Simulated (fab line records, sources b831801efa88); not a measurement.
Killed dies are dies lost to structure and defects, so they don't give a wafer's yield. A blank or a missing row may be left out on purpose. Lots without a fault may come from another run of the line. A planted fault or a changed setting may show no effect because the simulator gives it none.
Split-lot experiment | flow sky130 | 5 lots, 23 wafers read, on a route of 708 steps

THE SPLIT
At SKY_VIA3_HDPCVD_00 (deposits SiO2, target thk 1635 nm, time 272.5 s), the setting time_s was moved away from the recipe's 272.5 s on 8 of the 23 wafers read, by +6.2% to +13.8%. The other wafers ran this setting at the recipe's value.

The file shows no step between the split and the reading.

THE READING
VIA3_HDPCVD_THK, in nm, at SKY_VIA3_THK_MEAS_01. Fault-free wafers of this fab line usually give 1629 nm, standard deviation 19 nm.

wafer  | tool, chamber at the split | time_s as run, s | against the recipe | VIA3_HDPCVD_THK, nm | against lot-mates on the recipe
L074.1 | hdpcvd-01, 0,2,1           | 272.5            | recipe             | 1631                | -
L074.3 | hdpcvd-01, 1               | 272.5            | recipe             | 1596                | -
L074.4 | hdpcvd-01, 0               | 272.5            | recipe             | 1638                | -
L074.5 | hdpcvd-01, 0,2,1           | 272.5            | recipe             | 1639                | -
L074.6 | hdpcvd-01, 0,2,1           | 272.5            | recipe             | 1608                | -
L075.1 | hdpcvd-01, 2               | 272.5            | recipe             | 1632                | -
L075.3 | hdpcvd-01, 1               | 272.5            | recipe             | 1633                | -
L075.4 | hdpcvd-01, 0               | 272.5            | recipe             | 1626                | -
L079.1 | hdpcvd-02, 1               | 289.3            | +6.2%              | 1724                | +60
L079.2 | hdpcvd-02, 2               | 272.5            | recipe             | 1652                | -
L079.4 | hdpcvd-02, 0               | 289.3            | +6.2%              | 1756                | +92
L079.5 | hdpcvd-02, 1               | 289.3            | +6.2%              | 1729                | +64
L079.6 | hdpcvd-02, 2               | 272.5            | recipe             | 1677                | -
L082.2 | hdpcvd-01, 2               | 301.3            | +10.6%             | 1823                | +196
L082.3 | hdpcvd-01, 0,1             | 272.5            | recipe             | 1634                | -
L082.4 | hdpcvd-01, 0,1             | 272.5            | recipe             | 1619                | -
L082.5 | hdpcvd-01, 0               | 301.3            | +10.6%             | 1794                | +168
L082.6 | hdpcvd-01, 2               | 301.3            | +10.6%             | 1798                | +172
L084.1 | hdpcvd-02, 2               | 272.5            | recipe             | 1637                | -
L084.2 | hdpcvd-02, 0               | 310.2            | +13.8%             | 1836                | +206
L084.3 | hdpcvd-02, 1               | 272.5            | recipe             | 1628                | -
L084.5 | hdpcvd-02, 1               | 272.5            | recipe             | 1624                | -
L084.6 | hdpcvd-02, 0               | 310.2            | +13.8%             | 1846                | +216
Where a row lists several chambers, the file gives one row for several wafers and doesn't say which wafer went through which chamber.

THE FIT
A straight line over all 23 wafers: VIA3_HDPCVD_THK changes by +15.8 nm for each +1% of time_s; r = +0.98; the points scatter about the line by 17 nm.
The same after taking each lot's own level away (the mean of its wafers on the recipe; 23 wafers): +15.6 nm for each +1%; r = +0.98; scatter 16 nm.
On that fit, the largest move of time_s shifts the reading by 2.2e+02 nm.
The lots' own levels span 1622.4 to 1664.5 nm, that is 2.2 times the standard deviation above.
So the lot-to-lot level changes the slope little: the two slopes agree.
Check: with one of the wafers moved furthest among these (+13.8%) left out of the fit, the line predicts +216 nm for it against its lot-mates. It came out at +206 nm against them.

OTHER SPLITS ON THESE WAFERS
These wafers also went through other splits before the reading. Each is held against what the fit with the lots' levels taken away leaves over:
other split on the same wafers  | wafers away from the commonest value | r with VIA3_HDPCVD_THK (lot level and that fit taken away)
SKY_METAL2_METAL_ETCH_19 bias_w | 12                                   | +0.05
SKY_VIA2_CVD_21 temp_c          | 7                                    | -0.11
SKY_CAPM_SPUTTER_02 power_w     | 10                                   | +0.21

THE WHOLE CHAIN: every reading that the file lists as answering this split, in the file's order
step                 | what it does                                    | reading                                                                        | change (the file's fit)              | r (the file's)
SKY_VIA3_HDPCVD_00   | deposits SiO2, target thk 1635 nm, time 272.5 s | SiO2_of_VIA3_HDPCVD_00.thk_nm (the simulator's own value, which no gauge read) | +13.6 nm for each +1% of the setting | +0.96
SKY_VIA3_THK_MEAS_01 |                                                 | VIA3_HDPCVD_THK                                                                | +15.4 for each +1% of the setting    | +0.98

THE FILE'S OWN FIT
VIA3_HDPCVD_THK changes by +15.4 nm for each +1% of time_s, r = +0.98.
